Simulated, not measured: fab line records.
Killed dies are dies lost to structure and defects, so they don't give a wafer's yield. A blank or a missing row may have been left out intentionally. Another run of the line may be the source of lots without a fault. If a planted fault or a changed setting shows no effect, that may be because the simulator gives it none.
Which tool was responsible?    flow sky130    12 lots with 36 wafers sampled at 5 steps, on a route of 708 steps

WHAT EACH GAUGE READ, for each wafer
SKY_PWDE_OVL_MEAS_07.
lot   measured     on          PWDE_OVL (nm)
L537  day 4 01:23  overlay-02  -0.4 -0.7 0.8
L538  day 4 07:53  overlay-02  0.5 2.6 2.4
L539  day 4 11:56  overlay-02  0.4 -0.5 -2.1
L541  day 5 01:16  overlay-01  0.1 -0.6 0.2
L542  day 5 08:23  overlay-01  -2.2 -1.0 0.2
L544  day 5 18:29  overlay-02  -1.7 0.6 0.3
L548  day 6 14:37  overlay-01  -0.5 1.4 1.1
L549  day 6 20:17  overlay-01  -1.8 -0.7 -2.1
L550  day 7 05:54  overlay-02  0.7 1.4 0.4
L557  day 8 20:53  overlay-02  -2.2 -3.1 -1.6
L559  day 9 05:30  overlay-02  -0.7 -0.3 -0.1
L558  day 9 06:38  overlay-01  0.5 2.4 0.8

SKY_SONOS_ONO_THK_MEAS_05.
lot   measured      on             SONOS_ONO_CVD_04_THK (nm)
L537  day 11 17:39  film_metro-04  5.59 5.63 5.69
L538  day 12 04:11  film_metro-01  5.53 5.54 5.52
L539  day 12 14:46  film_metro-03  5.59 5.62 5.57
L541  day 13 05:11  film_metro-03  5.68 5.74 5.79
L542  day 13 19:14  film_metro-01  5.70 5.65 5.71
L544  day 14 04:54  film_metro-03  5.86 5.83 5.83
L548  day 15 09:55  film_metro-04  8.67 8.66 8.79
L549  day 15 20:59  film_metro-03  8.68 8.73 8.79
L550  day 16 12:37  film_metro-03  8.82 8.79 8.83
L557  day 18 18:25  film_metro-04  5.94 5.84 5.90
L559  day 19 01:53  film_metro-03  5.82 5.79 5.79
L558  day 19 07:50  film_metro-04  5.63 5.70 5.59

SKY_SD_P_CD_MEAS_07 targets a cd of 380 nm.
lot   measured      on         cd_nm (nm)
L537  day 25 12:38  cd_sem-02  379.4 380.2 378.0
L538  day 25 23:26  cd_sem-02  378.4 380.4 380.2
L539  day 26 13:56  cd_sem-02  377.5 377.1 376.3
L541  day 27 06:37  cd_sem-01  379.7 380.0 381.4
L542  day 27 19:53  cd_sem-02  379.5 380.5 379.3
L544  day 28 07:58  cd_sem-02  380.0 379.7 380.8
L548  day 29 13:31  cd_sem-01  382.0 382.8 381.0
L549  day 30 00:37  cd_sem-02  384.8 384.1 382.0
L550  day 30 13:14  cd_sem-02  380.8 382.7 381.0
L557  day 32 17:35  cd_sem-01  377.3 378.5 379.9
L559  day 33 02:25  cd_sem-02  380.3 380.6 380.8
L558  day 33 05:10  cd_sem-01  377.2 377.0 377.9

SKY_SD_N_RS_MEAS_18: measurement is done with a four-point probe.
lot   measured      on             RES_XHIGH_RS (ohm/sq)
L537  day 28 00:38  film_metro-01  331.0 330.9 330.8
L538  day 28 10:55  film_metro-02  333.7 333.9 332.7
L539  day 29 01:08  film_metro-02  334.9 334.6 334.1
L541  day 29 17:35  film_metro-01  330.2 331.3 330.8
L542  day 30 06:09  film_metro-02  334.7 334.9 335.0
L544  day 30 17:22  film_metro-02  334.4 331.7 332.7
L548  day 31 22:46  film_metro-01  332.0 333.1 333.3
L549  day 32 08:59  film_metro-03  334.2 333.5 333.2
L550  day 32 21:39  film_metro-02  334.6 333.4 335.1
L557  day 34 23:57  film_metro-02  334.4 334.5 334.9
L559  day 35 08:23  film_metro-02  336.4 334.9 336.1
L558  day 35 10:51  film_metro-03  335.7 333.1 335.2

TOOL THAT RAN EACH LOT (tool first, then ch and the chambers of the sampled wafers, then the start)
lot   SKY_SONOS_ONO_CVD_04
L537  lpcvd-03 ch 0, day 11 16:23
L538  lpcvd-03 ch 1, day 12 02:17
L539  lpcvd-03 ch 1, day 12 12:53
L541  lpcvd-03 ch 1, day 13 03:55
L542  lpcvd-03 ch 1, day 13 17:59
L544  lpcvd-03 ch 1, day 14 03:39
L548  lpcvd-03 ch 1, day 15 08:40
L549  lpcvd-03 ch 1, day 15 19:43
L550  lpcvd-03 ch 1, day 16 10:44
L557  lpcvd-03 ch 0, day 18 17:10
L559  lpcvd-03 ch 0, day 19 00:38
L558  lpcvd-03 ch 1, day 19 06:35
- SKY_SONOS_ONO_CVD_04: deposits SiO2 from SiH4/N2O, target thk 5.7199 nm.

AS READ BY THE TOOLS THEMSELVES (means over the sampled wafers that have a number; for cases with no such wafer, the mark the record gives instead)
SKY_SONOS_ONO_CVD_04.
lot   tool      spike_tc_bottom_C (C)  spike_tc_centre_C (C)  spike_tc_lower_C (C)  spike_tc_top_C (C)  spike_tc_upper_C (C)  susceptor_temp_C (C)  zone_power_top_pct (%)
L537  lpcvd-03  918.1                  900.7                  901.5                 907.6               899.7                 899.9                 35.5
L538  lpcvd-03  914.3                  900.1                  898.7                 912.8               900.0                 900.1                 33.4
L539  lpcvd-03  915.4                  900.5                  898.9                 913.5               899.6                 900.2                 33.7
L541  lpcvd-03  913.9                  900.7                  900.4                 913.1               899.2                 899.5                 33.5
L542  lpcvd-03  915.0                  900.6                  899.3                 912.9               899.7                 900.2                 33.5
L544  lpcvd-03  914.4                  900.5                  899.1                 912.4               900.0                 899.9                 33.5
L548  lpcvd-03  942.8                  928.3                  927.4                 941.2               927.8                 927.9                 35.1
L549  lpcvd-03  941.4                  930.0                  927.4                 940.7               928.1                 927.8                 35.4
L550  lpcvd-03  942.2                  928.0                  927.5                 940.0               927.9                 928.3                 35.4
L557  lpcvd-03  917.3                  901.0                  902.6                 908.2               900.5                 900.3                 35.0
L559  lpcvd-03  917.3                  901.4                  901.9                 907.3               901.7                 899.3                 34.7
L558  lpcvd-03  914.7                  900.5                  899.3                 913.0               899.9                 899.9                 33.7

THE ANSWER, worked out from the rows above alone
Rule: the usual values come from the lots themselves. The widest of any qualifying gaps counts: lots, ordered by their means at a reading, are off when they make up no more than a third of the lots, leave a main group of 4 or more, and stand apart from it by 3 or more times the standard deviation of that group's means. Not used: any main group whose means are identical at the precision the tables above print for the reading. Also off: a lot with no number at a reading for which 4 or more lots have one. Any other lot the step has rows for is counted as sound. The gauges are gone through in route order, then the tools' own readings, and for those a lot's mean is taken as printed above. At the first step where some lot is off, the reading lying furthest off is the one used; lots without a number count as furthest.
Off: L548, L549, L550, at SKY_SONOS_ONO_THK_MEAS_05 (SONOS_ONO_CVD_04_THK). The main group: mean 5.71 nm, standard deviation 0.11.
A tool fits if, at a process step before that reading, it ran every lot that is off, and no sound lot after the first of them. Not tried: the gauges at SKY_SONOS_ONO_THK_MEAS_05; whatever is off there is also off at SKY_SONOS_ONO_CVD_04, on other tools, and gauge error can't account for it. Not one of the candidates tried fits.

WHAT THE SIMULATOR HAD PUT IN
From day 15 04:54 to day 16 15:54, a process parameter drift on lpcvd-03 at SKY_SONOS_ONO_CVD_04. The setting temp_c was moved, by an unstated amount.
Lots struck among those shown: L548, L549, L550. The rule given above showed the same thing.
